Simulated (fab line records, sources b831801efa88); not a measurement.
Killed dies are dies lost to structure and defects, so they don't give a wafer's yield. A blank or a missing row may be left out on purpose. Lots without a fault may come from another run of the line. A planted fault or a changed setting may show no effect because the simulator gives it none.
fab line records | flow gf180mcu
record lots=11 wafers=33 last_day=34
route steps=602 shown V1@337
lots that met no fault: from a run of the same line without faults
start_h: hours from the record's first day to the start of the lot's first wafer shown | wait_h: hours since the lot's step before | " the same as in the row above | L1.1+2: a row that stands for several wafers | - no value, or no start given | * or withheld: withheld | < > ~ a bound
route shown NAME@n: a module of which the file shows steps, and the number in the route of the first | usual: mean/standard deviation of fault-free wafers | same: alike in all rows | chamber/n: place in a boat | sites: the reading at each site | _std_site: their standard deviation | _edge_site: outer sites' mean less inner sites' | radius_mm: how far each site lies from the wafer's centre | mask NAME#n: copy n | behind: the tool/chamber that last shaped the wafer | hold: why the lot was held/for how many hours/how that ended | device: the transistor (n, p or np) that didn't switch | end of line: the same wafers' tests at the end of the route | a step without rows: its recipe alone | killed: dies lost to structure and defects at the first sort, not the wafer's yield | map: a wafer's dies, x killed, . not, _ none there
set.NAME: the setting as run; set.NAME@STEP: as run at that earlier step | model.NAME: the simulator's own value behind a step, which no gauge read
steps of the route over a sample of lots; a table a step, a row a wafer
services: from which hour (start_h, from the record's first day; less than 0 if before it) a tool's chamber was out of use, for how many hours, and why
## steps
# step GF_V1_CVD_02
# recipe material=SiO2 target_thk_nm=850 precursor=TEOS temp_c=400 time_s=94.851 rf_w=600
# usual heater_power_w=643/70 rf_fwd_power_W=596.3/2
# columns lot.wafer tool chamber start_h wait_h heater_power_w rf_fwd_power_W since_wet_clean_h
L587.4 pecvd-04 0 390.18 0.1 577 592.2 -
L587.5 " 1 " " 581 597.2 -
L587.6 " 2 " " 462 594.9 -
L588.1 pecvd-03 0 394.67 0.1 676 596.2 220
L588.2 " 2 " " 772 596.7 220
L588.6 " 1 " " 713 599.3 -
L590.2 pecvd-01 2 409.42 0.0 696 595.7 26
L590.3 " 1 " " 626 597.5 26
L590.5 " 1 " " 682 596.7 -
L591.1 pecvd-04 2 411.74 0.1 557 595.2 445
L591.2 " 0 " " 600 597.0 445
L591.4 " 1 " " 583 599.3 -
L592.1 pecvd-01 0 428.59 0.1 648 595.9 45
L592.3 " 2 " " 667 591.9 45
L592.4 " 2 " " 733 595.7 -
L593.3 pecvd-01 0 441.27 0.0 699 597.8 58
L593.5 " 2 " " 697 598.7 -
L593.6 " 0 " " 728 598.4 -
L594.2 pecvd-04 0 455.53 0.0 582 596.0 489
L594.5 " 1 " " 595 596.6 -
L594.6 " 0 " " 617 592.0 -
L601.1 pecvd-04 2 526.08 0.1 502 836.4 560
L601.3 " 0 " " 508 832.7 560
L601.6 " 1 " " 662 838.5 -
L604.2 pecvd-04 0 540.17 0.0 421 831.8 574
L604.3 " 2 " " 415 835.4 574
L604.6 " 0 " " 487 836.2 -
L609.2 pecvd-01 2 576.42 0.0 593 595.5 193
L609.4 " 1 " " 575 595.2 -
L609.5 " 0 " " 706 596.4 -
L610.1 pecvd-01 1 588.48 0.1 641 594.9 205
L610.2 " 2 " " 674 597.5 205
L610.6 " 0 " " 727 593.0 -
# step GF_V1_THK_MEAS_03
# recipe reads=SiO2_of_V1_CVD_02
# usual V1_CVD_02_THK=847/14
# columns lot.wafer tool chamber start_h wait_h V1_CVD_02_THK[nm]
L587.4 film_metro-03 - 390.24 0.0 850
L587.5 " - " " 850
L587.6 " - " " 851
L588.1 film_metro-03 - 394.74 0.0 844
L588.2 " - " " 838
L588.6 " - " " 868
L590.2 film_metro-01 - 409.50 0.0 844
L590.3 " - " " 842
L590.5 " - " " 849
L591.1 film_metro-04 - 411.81 0.0 839
L591.2 " - " " 859
L591.4 " - " " 861
L592.1 film_metro-04 - 428.66 0.0 855
L592.3 " - " " 838
L592.4 " - " " 845
L593.3 film_metro-04 - 441.36 0.1 855
L593.5 " - " " 856
L593.6 " - " " 855
L594.2 film_metro-01 - 455.60 0.0 837
L594.5 " - " " 835
L594.6 " - " " 863
L601.1 film_metro-04 - 526.15 0.0 923
L601.3 " - " " 934
L601.6 " - " " 927
L604.2 film_metro-04 - 540.25 0.0 933
L604.3 " - " " 912
L604.6 " - " " 943
L609.2 film_metro-04 - 576.50 0.0 863
L609.4 " - " " 870
L609.5 " - " " 883
L610.1 film_metro-03 - 588.55 0.0 850
L610.2 " - " " 854
L610.6 " - " " 851
# step GF_V1_CMP_04
# recipe material=SiO2 down_force_psi=4 platen_rpm=60 pad_velocity_m_s=0.94248
# usual motor_current_A=12.1/0.83 retaining_ring_pressure_frac=0.999/0.005 time_to_endpoint_s=79/7.6
# columns lot.wafer tool chamber start_h wait_h motor_current_A retaining_ring_pressure_frac time_to_endpoint_s
L587.4 cmp-01 2 390.37 0.1 12.0 1.000 83
L587.6 " 0 " " 12.4 1.004 80
L587.5 " 1 " " 11.6 0.997 84
L588.1 cmp-02 2 394.85 0.1 10.5 0.996 68
L588.2 " 0 " " 14.0 0.997 69
L588.6 " 1 " " 11.9 1.006 89
L590.3 cmp-01 2 409.55 0.0 11.7 0.997 81
L590.2 " 1 " " 11.3 0.995 82
L590.5 " 3 " " 11.1 0.997 80
L591.4 cmp-01 1 411.92 0.1 10.9 0.999 85
L591.1 " 2 " " 11.4 1.006 71
L591.2 " 3 " " 10.9 0.995 80
L592.1 cmp-02 0 428.77 0.1 13.7 1.003 78
L592.3 " 1 " " 11.8 0.995 81
L592.4 " 2 " " 11.0 1.004 71
L593.3 cmp-02 2 441.45 0.1 11.6 0.997 74
L593.5 " 1 " " 11.7 1.006 85
L593.6 " 2 " " 11.5 1.002 72
L594.2 cmp-02 3 455.75 0.1 12.1 0.991 82
L594.6 " 1 " " 11.8 1.000 89
L594.5 " 2 " " 11.3 1.007 69
L601.1 cmp-01 3 526.21 0.1 11.0 1.002 105
L601.3 " 1 " " 11.4 0.997 110
L601.6 " 3 " " 11.1 1.003 107
L604.2 cmp-02 2 540.35 0.1 11.1 0.995 104
L604.3 " 0 " " 12.9 0.994 96
L604.6 " 1 " " 12.6 1.000 119
L609.2 cmp-02 0 576.55 0.0 12.8 1.003 81
L609.4 " 2 " " 11.9 1.003 81
L609.5 " 1 " " 12.1 0.999 99
L610.1 cmp-01 1 588.66 0.1 11.6 0.998 82
L610.2 " 2 " " 10.7 0.995 79
L610.6 " 1 " " 11.3 1.000 80
# step GF_V1_ETCH_16
# recipe chemistry=N2/H2 target_depth_a=withheld overetch_a=withheld time_s=withheld target=BARC ion_energy_ev=200 source_w=500 bias_w=100 pressure_mtorr=30 n2_flow_sccm=100 h2_flow_sccm=200
# usual drypump_motor_current_A=6.0/0.37 oes_product_au=0.854/0.005 throttle_valve_pct=13.225/0.0087
# columns lot.wafer tool chamber start_h wait_h drypump_motor_current_A oes_product_au throttle_valve_pct
L587.4 rie_diel-04 3 414.01 0.0 5.8 0.857 13.210
L587.5 " 0 " " 6.0 0.849 13.232
L587.6 " 1 " " 5.7 0.846 13.225
L588.1 rie_diel-01 3 418.71 0.0 5.8 0.851 13.226
L588.2 " 1 " " 6.0 0.850 13.218
L588.6 " 0 " " 6.1 0.855 13.214
L590.2 rie_diel-01 0 433.81 0.0 6.1 0.857 13.221
L590.3 " 2 " " 6.0 0.856 13.215
L590.5 " 1 " " 6.0 0.856 13.234
L591.1 rie_diel-04 2 436.71 0.0 6.1 0.851 13.231
L591.2 " 1 " " 5.6 0.845 13.218
L591.4 " 3 " " 5.8 0.843 13.227
L592.1 rie_diel-04 1 453.66 0.0 5.6 0.859 13.233
L592.3 " 0 " " 6.0 0.855 13.239
L592.4 " 3 " " 5.8 0.853 13.228
L593.3 rie_diel-02 3 465.75 0.0 6.0 0.852 13.226
L593.5 " 3 " " 6.0 0.855 13.232
L593.6 " 0 " " 5.2 0.858 13.224
L594.2 rie_diel-02 3 480.36 0.0 6.1 0.855 13.239
L594.5 " 1 " " 6.6 0.850 13.206
L594.6 " 0 " " 5.2 0.857 13.207
L601.1 rie_diel-01 0 549.10 0.0 6.1 0.866 13.209
L601.3 " 2 " " 6.0 0.859 13.219
L601.6 " 2 " " 6.0 0.858 13.222
L604.2 rie_diel-02 2 562.70 0.0 6.4 0.848 13.218
L604.3 " 3 " " 6.1 0.853 13.219
L604.6 " 3 " " 6.1 0.850 13.240
L609.2 rie_diel-01 1 597.45 0.0 6.0 0.861 13.213
L609.4 " 3 " " 5.8 0.859 13.221
L609.5 " 3 " " 5.8 0.851 13.231
L610.1 rie_diel-02 3 609.26 0.0 6.0 0.855 13.225
L610.2 " 0 " " 5.2 0.857 13.218
L610.6 " 2 " " 6.4 0.858 13.238
# step GF_V1_STRIP_18
# recipe chemistry=O2/N2 power_w=1400 pressure_mtorr=1500 platen_temp_c=250 o2_flow_sccm=3000 n2_flow_sccm=300 overash_fraction=0.5
# usual drypump_motor_current_A=5.3/0.52 heater_power_w=322/16 oes_product_au=0.591/0.0049 platen_temp_c=249.97/0.18
# columns lot.wafer tool chamber start_h wait_h drypump_motor_current_A heater_power_w oes_product_au platen_temp_c rf_hours_counter_h
L587.4 plasma_asher-01 1 414.17 - 6.1 351 0.590 249.88 -
L587.5 " 1 " " 6.1 341 0.595 249.66 -
L587.6 " 0 " " 5.6 347 0.587 250.27 -
L588.1 plasma_asher-04 1 418.84 - 6.0 300 0.584 250.02 76
L588.2 " 0 " " 5.0 337 0.588 249.89 76
L588.6 " 0 " " 5.0 339 0.585 249.96 -
L590.2 plasma_asher-01 0 433.93 - 5.6 345 0.593 250.18 65
L590.3 " 1 " " 6.1 343 0.586 250.07 -
L590.5 " 0 " " 5.6 346 0.590 250.14 -
L591.1 plasma_asher-03 1 436.84 - 5.2 307 0.582 250.11 32
L591.2 " 0 " " 4.6 317 0.591 249.96 32
L591.4 " 0 " " 4.7 323 0.597 249.83 -
L592.1 plasma_asher-03 0 453.79 - 4.6 316 0.599 250.03 34
L592.3 " 1 " " 5.2 315 0.597 249.92 -
L592.4 " 0 " " 4.7 321 0.592 250.01 -
L593.3 plasma_asher-01 1 465.92 - 6.1 348 0.586 250.06 -
L593.5 " 1 " " 6.1 354 0.589 249.90 -
L593.6 " 0 " " 5.6 348 0.585 249.75 -
L594.2 plasma_asher-01 0 480.49 - 5.6 342 0.589 249.88 70
L594.5 " 1 " " 6.1 350 0.590 249.83 -
L594.6 " 0 " " 5.6 344 0.588 250.12 -
L601.1 plasma_asher-04 1 549.23 - 6.0 300 0.585 250.05 9
L601.3 " 1 " " 6.0 302 0.589 250.22 -
L601.6 " 0 " " 5.0 320 0.588 250.31 -
L604.2 plasma_asher-03 1 562.83 - 5.2 303 0.592 249.68 47
L604.3 " 0 " " 4.7 313 0.601 249.95 -
L604.6 " 0 " " 4.7 307 0.589 250.04 -
L609.2 plasma_asher-04 0 597.58 - 5.0 334 0.603 250.24 13
L609.4 " 0 " " 5.0 340 0.588 250.08 -
L609.5 " 1 " " 6.0 306 0.587 249.79 -
L610.1 plasma_asher-03 1 609.39 - 5.2 308 0.594 249.67 51
L610.2 " 0 " " 4.6 312 0.589 250.12 51
L610.6 " 1 " " 5.2 313 0.594 249.96 -
# step GF_V1_SPUTTER_22
# recipe material=TiN target_thk_nm=10 chamber_pressure_pa=5 power_w=4000 time_s=40
# usual throttle_valve_pct=30.6/0.86
# columns lot.wafer tool chamber start_h wait_h throttle_valve_pct
L587.4 pvd_sputter-02 - 414.77 0.0 30.8
L587.5 " - " " 30.7
L587.6 " - " " 30.2
L588.1 pvd_sputter-04 - 419.44 0.0 32.2
L588.2 " - " " 30.1
L588.6 " - " " 32.2
L590.2 pvd_sputter-02 - 434.57 0.0 30.9
L590.3 " - " " 30.9
L590.5 " - " " 30.6
L591.1 pvd_sputter-02 - 437.45 0.0 30.9
L591.2 " - " " 30.7
L591.4 " - " " 30.6
L592.1 pvd_sputter-04 - 454.38 0.0 28.9
L592.3 " - " " 30.5
L592.4 " - " " 30.6
L593.3 pvd_sputter-03 - 466.48 0.0 29.9
L593.5 " - " " 31.5
L593.6 " - " " 31.2
L594.2 pvd_sputter-04 - 481.10 0.0 30.2
L594.5 " - " " 32.1
L594.6 " - " " 30.2
L601.1 pvd_sputter-04 - 549.83 0.0 32.3
L601.3 " - " " 28.7
L601.6 " - " " 28.8
L604.2 pvd_sputter-04 - 563.43 0.0 30.4
L604.3 " - " " 30.4
L604.6 " - " " 32.5
L609.2 pvd_sputter-04 - 598.18 0.0 30.1
L609.4 " - " " 28.6
L609.5 " - " " 32.2
L610.1 pvd_sputter-02 - 610.40 0.0 30.5
L610.2 " - " " 30.6
L610.6 " - " " 30.4
## services
# columns tool chamber start_h hours kind
pecvd-01 - 368.77 0.4 repair
pecvd-01 - 369.12 14.0 pm
pvd_sputter-02 - 376.32 2.0 repair
pecvd-01 - 392.31 2.8 pm
rie_diel-01 3 399.33 9.7 repair
cmp-01 - 404.00 4.0 pm
pvd_sputter-04 - 430.10 1.1 repair
pecvd-04 0 436.04 4.2 repair
cmp-01 - 439.62 2.5 repair
cmp-01 - 467.24 0.5 repair
plasma_asher-01 - 474.40 6.0 pm
cmp-01 - 478.10 7.0 pm
pecvd-04 - 483.48 1.1 repair
pvd_sputter-04 - 483.64 14.4 repair
cmp-01 - 487.59 0.4 repair
pecvd-04 2 509.10 9.5 repair
rie_diel-02 1 514.80 4.4 repair
cmp-02 - 531.89 0.6 repair
pecvd-04 - 532.94 6.0 pm
cmp-01 - 538.74 5.7 pm
pvd_sputter-02 - 539.27 1.1 repair
cmp-02 - 565.62 0.5 repair
cmp-02 - 585.45 4.0 pm
cmp-01 - 592.46 0.5 repair
## key
first_sign step=GF_V1_CVD_02 reading=rf_fwd_power_W direction=up sigmas=99+ usual=596.3 struck=835.2
effect step=GF_V1_CVD_02 reading=heater_power_w direction=down sigmas=2.1 usual=643 struck=499
effect step=GF_V1_THK_MEAS_03 reading=V1_CVD_02_THK direction=up sigmas=5.6 usual=847 struck=929
effect step=GF_V1_CMP_04 reading=time_to_endpoint_s direction=up sigmas=3.7 usual=* struck=*
met_at GF_V1_CVD_02
struck_lots L601,L604
not_acting_at GF_V1_ETCH_16,GF_V1_STRIP_18,GF_V1_SPUTTER_22
onset_between 455.53 526.08
fault kind=process_parameter_drift tool=pecvd-04 chamber=- onset_h=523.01 steps=GF_V1_CVD_02 channel=rf_w offset=240 shape=step end_h=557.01 acts_in=these_recipes_only stated=600
